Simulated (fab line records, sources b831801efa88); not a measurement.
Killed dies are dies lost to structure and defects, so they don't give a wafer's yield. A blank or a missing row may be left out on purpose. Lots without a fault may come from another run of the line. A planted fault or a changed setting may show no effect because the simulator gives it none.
Which tool did it? | flow gf180mcu | 12 lots, 35 wafers sampled, at 5 steps of a route of 602

WHAT THE GAUGES READ, wafer by wafer
GF_DNWELL_TW_MEAS_09.
lot  | measured    | on            | DNWELL_TW
L884 | day 2 19:33 | film_metro-02 | 1358 1356
L885 | day 3 01:01 | film_metro-01 | 1375 1372 1377
L888 | day 3 17:33 | film_metro-02 | 1368 1369 1369
L891 | day 4 12:50 | film_metro-04 | 1350 1351 1357
L897 | day 5 19:55 | film_metro-04 | 1352 1352 1354
L898 | day 5 22:31 | film_metro-01 | 1361 1350 1361
L899 | day 6 04:15 | film_metro-02 | 1388 1377 1373
L900 | day 6 09:49 | film_metro-02 | 1376 1382 1383
L901 | day 6 13:31 | film_metro-02 | 1369 1363 1377
L902 | day 6 18:24 | film_metro-02 | 1369 1379 1370
L903 | day 7 00:07 | film_metro-02 | 1365 1362 1360
L907 | day 7 22:00 | film_metro-02 | 1348 1359 1358

GF_VT_IMPLANT_OVL_MEAS_40.
lot  | measured     | on         | VT_IMPLANT_03_OVL (nm)
L884 | day 7 11:59  | overlay-01 | 1.8 0.4
L885 | day 7 19:38  | overlay-02 | 0.1 -0.7 1.2
L888 | day 8 13:57  | overlay-01 | -0.2 -2.0 -1.5
L891 | day 9 15:28  | overlay-02 | -1.7 -0.2 -0.8
L897 | day 11 06:03 | overlay-01 | -2.7 -1.5 -1.1
L898 | day 11 12:33 | overlay-02 | -0.3 0.8 -0.8
L899 | day 11 20:03 | overlay-02 | 2.1 0.5 1.4
L900 | day 12 02:35 | overlay-01 | -1.3 -0.2 -0.9
L901 | day 12 07:11 | overlay-01 | -0.9 2.7 0.9
L902 | day 12 11:47 | overlay-02 | 1.8 -0.1 0.0
L903 | day 12 20:47 | overlay-02 | -2.7 -3.1 -0.9
L907 | day 14 01:10 | overlay-02 | 1.1 2.7 0.7

WHICH TOOL RAN EACH LOT (tool, then ch and the chambers of the sampled wafers, then the start)
lot  | GF_STI_ETCH_14                  | GF_STI_STRIP_15                     | GF_MVSD_STRIP_10
L884 | rie_si-02 ch 0, day 2 01:51     | plasma_asher-01 ch 0,1, day 2 01:58 | plasma_asher-01 ch 0,1, day 4 10:52
L885 | rie_si-01 ch 1,2,3, day 2 07:25 | plasma_asher-04 ch 0,1, day 2 07:32 | plasma_asher-04 ch 0,1, day 4 16:17
L888 | rie_si-01 ch 0,1, day 3 00:11   | plasma_asher-01 ch 1, day 3 00:16   | plasma_asher-04 ch 0,1, day 5 10:32
L891 | rie_si-01 ch 0,3, day 3 14:38   | plasma_asher-01 ch 0,1, day 3 14:44 | plasma_asher-01 ch 0,1, day 6 08:01
L897 | rie_si-01 ch 0,1,2, day 4 22:31 | plasma_asher-01 ch 0,1, day 4 22:36 | plasma_asher-02 ch 0,1, day 7 16:56
L898 | rie_si-01 ch 1,2,3, day 5 03:01 | plasma_asher-02 ch 0,1, day 5 03:08 | plasma_asher-02 ch 0,1, day 7 21:10
L899 | rie_si-02 ch 1,3, day 5 07:34   | plasma_asher-02 ch 0,1, day 5 07:39 | plasma_asher-02 ch 0,1, day 8 03:10
L900 | rie_si-02 ch 1,2,3, day 5 13:53 | plasma_asher-04 ch 0,1, day 5 13:58 | plasma_asher-01 ch 0,1, day 8 08:46
L901 | rie_si-02 ch 1,2,3, day 5 17:34 | plasma_asher-04 ch 0,1, day 5 17:41 | plasma_asher-02 ch 0,1, day 8 13:17
L902 | rie_si-02 ch 1,3, day 5 23:09   | plasma_asher-04 ch 0,1, day 5 23:13 | plasma_asher-04 ch 0,1, day 8 18:02
L903 | rie_si-02 ch 0,2,3, day 6 04:32 | plasma_asher-04 ch 0,1, day 6 04:38 | plasma_asher-02 ch 0,1, day 9 00:18
L907 | rie_si-02 ch 0,1,2, day 6 23:52 | plasma_asher-04 ch 0,1, day 6 23:57 | plasma_asher-01 ch 0,1, day 10 00:28
- GF_STI_ETCH_14: etches Si in HBr/Cl2/O2, target depth 360 nm, time 102.9 s.
- GF_STI_STRIP_15: strips in O2/N2.
- GF_MVSD_STRIP_10: strips in O2/N2.

WHAT THE TOOLS THEMSELVES READ (means of the sampled wafers that have a number; where no wafer has one, the mark that the record gives instead)
GF_STI_ETCH_14.
lot  | tool      | drypump_motor_current_A (A) | oes_product_au (a.u.) | throttle_valve_pct (%)
L884 | rie_si-02 | 5.3                         | 1.000                 | 25.656
L885 | rie_si-01 | 5.7                         | 0.988                 | 25.661
L888 | rie_si-01 | 5.5                         | 0.995                 | 25.657
L891 | rie_si-01 | 5.8                         | 1.007                 | 25.658
L897 | rie_si-01 | 5.7                         | 1.117                 | 25.587
L898 | rie_si-01 | 5.7                         | 1.114                 | 25.583
L899 | rie_si-02 | 5.1                         | 0.985                 | 25.657
L900 | rie_si-02 | 5.1                         | 0.996                 | 25.675
L901 | rie_si-02 | 5.1                         | 0.999                 | 25.660
L902 | rie_si-02 | 5.1                         | 1.006                 | 25.660
L903 | rie_si-02 | 5.2                         | 1.001                 | 25.649
L907 | rie_si-02 | 5.2                         | 0.989                 | 25.672

GF_STI_STRIP_15.
lot  | tool            | drypump_motor_current_A (A) | heater_power_w (W) | oes_product_au (a.u.) | strip_time_to_endpoint_s (s)
L884 | plasma_asher-01 | 5.83                        | 425                | 0.385                 | 3.71
L885 | plasma_asher-04 | 5.96                        | 291                | 0.385                 | 3.78
L888 | plasma_asher-01 | 5.76                        | 324                | 0.386                 | 3.77
L891 | plasma_asher-01 | 5.83                        | 391                | 0.380                 | 3.73
L897 | plasma_asher-01 | 5.86                        | 456                | 0.376                 | 3.51
L898 | plasma_asher-02 | 5.77                        | 318                | 0.378                 | 3.55
L899 | plasma_asher-02 | 5.75                        | 313                | 0.385                 | 3.81
L900 | plasma_asher-04 | 5.72                        | 301                | 0.388                 | 3.77
L901 | plasma_asher-04 | 5.71                        | 297                | 0.385                 | 3.74
L902 | plasma_asher-04 | 5.92                        | 293                | 0.384                 | 3.72
L903 | plasma_asher-04 | 5.75                        | 302                | 0.385                 | 3.68
L907 | plasma_asher-04 | 5.96                        | 297                | 0.387                 | 3.81

GF_MVSD_STRIP_10.
lot  | tool            | drypump_motor_current_A (A) | heater_power_w (W) | oes_product_au (a.u.) | strip_time_to_endpoint_s (s)
L884 | plasma_asher-01 | 5.85                        | 428                | 0.718                 | 36.94
L885 | plasma_asher-04 | 5.93                        | 294                | 0.725                 | 36.88
L888 | plasma_asher-04 | 5.76                        | 295                | 0.718                 | 36.89
L891 | plasma_asher-01 | 5.83                        | 397                | 0.719                 | 36.96
L897 | plasma_asher-02 | 5.75                        | 318                | 0.722                 | 37.03
L898 | plasma_asher-02 | 5.75                        | 313                | 0.722                 | 36.97
L899 | plasma_asher-02 | 5.59                        | 331                | 0.724                 | 37.02
L900 | plasma_asher-01 | 5.80                        | 394                | 0.718                 | 37.00
L901 | plasma_asher-02 | 5.56                        | 326                | 0.722                 | 37.02
L902 | plasma_asher-04 | 5.73                        | 303                | 0.726                 | 37.01
L903 | plasma_asher-02 | 5.57                        | 329                | 0.724                 | 37.05
L907 | plasma_asher-01 | 5.87                        | 455                | 0.722                 | 36.93

THE ANSWER, worked out from the rows above alone
Rule: what is usual is taken from the lots themselves. Put in order of their means at a reading, lots are off if they are a third of the lots or fewer, leave a main group of 4 or more, and stand apart from it by a gap of 3 or more times the standard deviation of the main group's means; of several such gaps the widest counts. A main group whose means are all the same, to the digits that the tables above print for the reading, isn't used. A lot without any number at a reading at which 4 lots or more have one is off too. The other lots that the step has rows for count as sound. The gauges are gone through in route order, then the tools' own readings, and for those a lot's mean is taken as printed above. The first step at which some lot is off is used, and at that step the reading that is off furthest; a lot without a number counts as furthest.
Off: L897, L898, at GF_STI_ETCH_14 (oes_product_au). The main group: mean 0.997 a.u., standard deviation 0.0071.
A tool fits if, at that step or a process step before it, it ran every lot that is off, and no sound lot after the first of them. One fits: rie_si-01 at GF_STI_ETCH_14. Its last sound lot is L891 (day 3 14:38), its first lot that is off L897 (day 4 22:31): a fault that began between those two fits.
The tool's own readings at GF_STI_ETCH_14 bear it out: on the lots that are off they differ by more than 5 times the standard deviation of the sound lots' means. oes_product_au reads 1.115 a.u. there against 0.997 a.u. on the sound lots; throttle_valve_pct reads 25.585 % there against 25.660 % on the sound lots.

WHAT THE SIMULATOR HAD PUT IN
Process parameter drift: rie_si-01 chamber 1, from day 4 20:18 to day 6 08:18, at GF_STI_ETCH_14. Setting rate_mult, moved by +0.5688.
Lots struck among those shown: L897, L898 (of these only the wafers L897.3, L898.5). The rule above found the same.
